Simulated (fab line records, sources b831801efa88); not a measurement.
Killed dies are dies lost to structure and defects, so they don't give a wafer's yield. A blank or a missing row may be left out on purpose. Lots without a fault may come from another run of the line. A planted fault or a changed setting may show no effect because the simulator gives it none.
Which tool did it? | flow gf180mcu | 14 lots, 42 wafers sampled, at 3 steps of a route of 602

WHAT THE GAUGES READ, wafer by wafer
GF_NWELL_OVL_MEAS_07.
lot  | measured    | on         | NWELL_OVL (nm)
L182 | day 3 07:53 | overlay-01 | -2.2 -1.4 -1.0
L183 | day 3 15:11 | overlay-02 | 2.1 1.4 0.8
L186 | day 4 06:44 | overlay-02 | 0.4 0.2 2.6
L187 | day 4 17:38 | overlay-02 | -3.1 -0.3 -2.0
L188 | day 4 19:11 | overlay-01 | 0.1 -1.8 -4.2
L189 | day 4 22:47 | overlay-02 | 0.7 1.1 0.3
L191 | day 5 10:20 | overlay-01 | 0.2 -1.4 -0.1
L193 | day 5 20:02 | overlay-02 | 2.7 2.3 2.4
L194 | day 6 01:11 | overlay-02 | 0.3 0.7 2.2
L195 | day 6 07:25 | overlay-02 | 1.4 2.8 1.4
L197 | day 6 17:34 | overlay-02 | 2.8 1.4 0.4

WHICH TOOL RAN EACH LOT (tool, then ch and the chambers of the sampled wafers, then the start)
lot  | GF_STI_ETCH_13                    | GF_STI_STRIP_15
L182 | rie_diel-01 ch 2,3, day 2 02:02   | plasma_asher-02 ch 0,1, day 2 02:14
L183 | rie_diel-02 ch 1,2, day 2 07:34   | plasma_asher-02 ch 0,1, day 2 07:44
L186 | rie_diel-01 ch 0,1, day 2 22:48   | plasma_asher-01 ch 0,1, day 2 22:59
L187 | rie_diel-01 ch 0,1, day 3 05:07   | plasma_asher-01 ch 0,1, day 3 05:16
L188 | rie_diel-04 ch 0,2,3, day 3 08:40 | plasma_asher-01 ch 0,1, day 3 08:49
L189 | rie_diel-01 ch 0,2, day 3 14:02   | plasma_asher-01 ch 0,1, day 3 14:12
L191 | rie_diel-04 ch 0,1,3, day 4 00:48 | plasma_asher-04 ch 0,1, day 4 00:57
L193 | rie_diel-02 ch 0,1,2, day 4 10:13 | plasma_asher-04 ch 0,1, day 4 10:22
L194 | rie_diel-01 ch 0,2, day 4 15:29   | plasma_asher-04 ch 0,1, day 4 15:39
L195 | rie_diel-04 ch 1,2,3, day 4 21:00 | plasma_asher-01 ch 1, day 4 21:09
L197 | rie_diel-04 ch 0,1,3, day 5 06:49 | plasma_asher-04 ch 0,1, day 5 06:58
L200 | rie_diel-04 ch 0,1,3, day 5 22:25 | plasma_asher-04 ch 0,1, day 5 22:36
L201 | rie_diel-02 ch 0,1, day 6 04:18   | plasma_asher-04 ch 0,1, day 6 04:27
L202 | rie_diel-02 ch 0,2,3, day 6 08:23 | plasma_asher-02 ch 0,1, day 6 08:33
- GF_STI_ETCH_13: etches the open film in CHF3/O2, stops on Si, target depth 282.31 nm, time 112.9 s.
- GF_STI_STRIP_15: strips in O2/N2.

WHAT THE TOOLS THEMSELVES READ (means of the sampled wafers that have a number; where no wafer has one, the mark that the record gives instead)
GF_STI_ETCH_13.
lot  | tool        | drypump_motor_current_A (A) | oes_product_au (a.u.) | throttle_valve_pct (%)
L182 | rie_diel-01 | 6.1                         | 0.833                 | 8.804
L183 | rie_diel-02 | 6.0                         | 0.829                 | 8.800
L186 | rie_diel-01 | 5.9                         | 0.829                 | 8.812
L187 | rie_diel-01 | 6.1                         | 0.831                 | 8.810
L188 | rie_diel-04 | 5.8                         | 0.830                 | 8.807
L189 | rie_diel-01 | 5.9                         | 0.830                 | 8.812
L191 | rie_diel-04 | 5.8                         | 0.831                 | 8.809
L193 | rie_diel-02 | 5.8                         | 0.826                 | 8.805
L194 | rie_diel-01 | 6.1                         | 0.829                 | 8.805
L195 | rie_diel-04 | 5.6                         | 0.824                 | 8.808
L197 | rie_diel-04 | 5.8                         | 0.817                 | 8.810
L200 | rie_diel-04 | 5.8                         | 0.831                 | 8.805
L201 | rie_diel-02 | 5.7                         | 0.834                 | 8.815
L202 | rie_diel-02 | 5.5                         | 0.827                 | 8.791

GF_STI_STRIP_15.
lot  | tool            | chamber_pressure_mTorr (mTorr) | drypump_motor_current_A (A) | heater_power_w (W) | oes_product_au (a.u.) | strip_time_to_endpoint_s (s)
L182 | plasma_asher-02 | 1500.6                         | 6.4                         | 332                | 0.379                 | 3.68
L183 | plasma_asher-02 | 1500.5                         | 6.4                         | 330                | 0.384                 | 3.71
L186 | plasma_asher-01 | 1500.9                         | 5.6                         | 305                | 0.376                 | 3.56
L187 | plasma_asher-01 | 1499.8                         | 5.6                         | 307                | 0.376                 | 3.54
L188 | plasma_asher-01 | 1499.5                         | 5.5                         | 307                | 0.371                 | 3.49
L189 | plasma_asher-01 | 1500.9                         | 5.6                         | 308                | 0.380                 | 3.69
L191 | plasma_asher-04 | 1500.0                         | 5.5                         | 296                | 0.381                 | 3.61
L193 | plasma_asher-04 | 1499.5                         | 5.5                         | 303                | 0.380                 | 3.67
L194 | plasma_asher-04 | 1500.2                         | 5.5                         | 303                | 0.382                 | 3.64
L195 | plasma_asher-01 | 1500.9                         | 5.7                         | 354                | 0.377                 | 3.59
L197 | plasma_asher-04 | 1500.8                         | 5.5                         | 297                | 0.379                 | 3.60
L200 | plasma_asher-04 | -                              | -                           | -                  | -                     | -
L201 | plasma_asher-04 | -                              | -                           | -                  | -                     | -
L202 | plasma_asher-02 | -                              | -                           | -                  | -                     | -

THE ANSWER, worked out from the rows above alone
Rule: what is usual is taken from the lots themselves. Put in order of their means at a reading, lots are off if they are a third of the lots or fewer, leave a main group of 4 or more, and stand apart from it by a gap of 3 or more times the standard deviation of the main group's means; of several such gaps the widest counts. A main group whose means are all the same, to the digits that the tables above print for the reading, isn't used. A lot without any number at a reading at which 4 lots or more have one is off too. The other lots that the step has rows for count as sound. The gauges are gone through in route order, then the tools' own readings, and for those a lot's mean is taken as printed above. The first step at which some lot is off is used, and at that step the reading that is off furthest; a lot without a number counts as furthest.
Off: L200, L201, L202, at GF_STI_STRIP_15 (chamber_pressure_mTorr). Without a number there: L200, L201, L202. The main group: mean 1500.3 mTorr, standard deviation 0.53.
A tool fits if, at that step or a process step before it, it ran every lot that is off, and no sound lot after the first of them. None of those tried fits.

WHAT THE SIMULATOR HAD PUT IN
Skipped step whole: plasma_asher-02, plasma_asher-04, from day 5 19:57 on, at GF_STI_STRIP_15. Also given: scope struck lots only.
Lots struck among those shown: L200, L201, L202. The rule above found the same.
